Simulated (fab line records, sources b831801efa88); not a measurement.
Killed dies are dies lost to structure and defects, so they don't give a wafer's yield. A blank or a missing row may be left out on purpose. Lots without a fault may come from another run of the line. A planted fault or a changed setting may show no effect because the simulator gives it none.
Problem report in the 8D (eight disciplines) form, filled by code | flow sky130 | the parts of the form that need people (team, actions taken, sign-off) are left out

1. THE PROBLEM
cathode_dc_power_W at SKY_CAP2M_SPUTTER_02 reads a mean of 6220.8 W on 2 wafers of 2 lots; wafers without a fault read 6500.0 W with a standard deviation of 1.1. That is -99 or more standard deviations from the usual mean.
The step: material TiN, target thk 200 nm, time 166.7 s.
First seen on wafer L346.5, day 44 20:13, on pvd_sputter-01. The record holds 30 wafers of 10 lots with a number at this step. Rule for "out", or "out of limits": more than 4 standard deviations from the usual mean. The other wafers with a number count as sound.

2. WHAT IT IS AND WHAT IT IS NOT
question                    | is                 | is not
which readings at this step | cathode_dc_power_W | throttle_valve_pct
which lots                  | L346, L349         | L329, L332, L333, L335, L336, L341, L342, L350
which wafers of those lots  | L346.5, L349.3     | L346.1, L346.2, L349.1, L349.4
read on which tools         | pvd_sputter-01     | pvd_sputter-03, pvd_sputter-04
when                        | from day 44 20:13  | up to then (23 sound wafers); but 5 sound wafers of L349, L350 came after

3. SUSPECTS, AND WHAT RULES EACH OUT
Counting: a tool at a process step up to the reading stays a suspect if it ran every lot that is out. Sound lots after the first of them don't rule it out here, since some wafers of a struck lot are sound.
- rie_diel-03 at SKY_VIA3_ETCH_15 (etches SiO2 in C4F8/O2/Ar, stops on TiN, target depth 507 nm, time 78 s): kept. It ran every lot that is out, first L346 (day 44 18:34); its last sound lot up to then is L336 (day 42 19:40).
- pvd_sputter-01 at SKY_CAP2M_SPUTTER_02 (material TiN, target thk 200 nm, time 166.7 s): kept. It ran every lot that is out, first L346 (day 44 20:13); its last sound lot up to then is L332 (day 41 03:50). Its own readings are out on those wafers: cathode_dc_power_W.
Left after counting: rie_diel-03 at SKY_VIA3_ETCH_15, pvd_sputter-01 at SKY_CAP2M_SPUTTER_02.

4. THE CAUSE (what the simulator had put in)
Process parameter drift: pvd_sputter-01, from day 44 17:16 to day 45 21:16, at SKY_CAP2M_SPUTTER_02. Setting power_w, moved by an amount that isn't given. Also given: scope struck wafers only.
Counting left 2 suspects, and this tool is among them.

5. THE CHAIN OF EFFECTS, in route order
Each row: a reading whose mean over the struck wafers that have a number lies more than 3 standard deviations from the usual. Only readings for which the record gives a usual standard deviation are gone through. hours: the time from each lot's start at the first step in this table that gives one to its start at this step, as a median over the lots. sigmas: the change in usual standard deviations.
hours | step                 | reading            | usual    | on struck wafers | change | sigmas
0     | SKY_CAP2M_SPUTTER_02 | cathode_dc_power_W | 6500.0 W | 6220.8           | -279.2 | -99 or more
The process steps in it:
- SKY_CAP2M_SPUTTER_02: material TiN, target thk 200 nm, time 166.7 s.

6. WHAT WOULD HAVE CAUGHT IT SOONER
In this record the first reading out of limits was taken at day 44 20:13, 3 hours after the fault began at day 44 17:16.
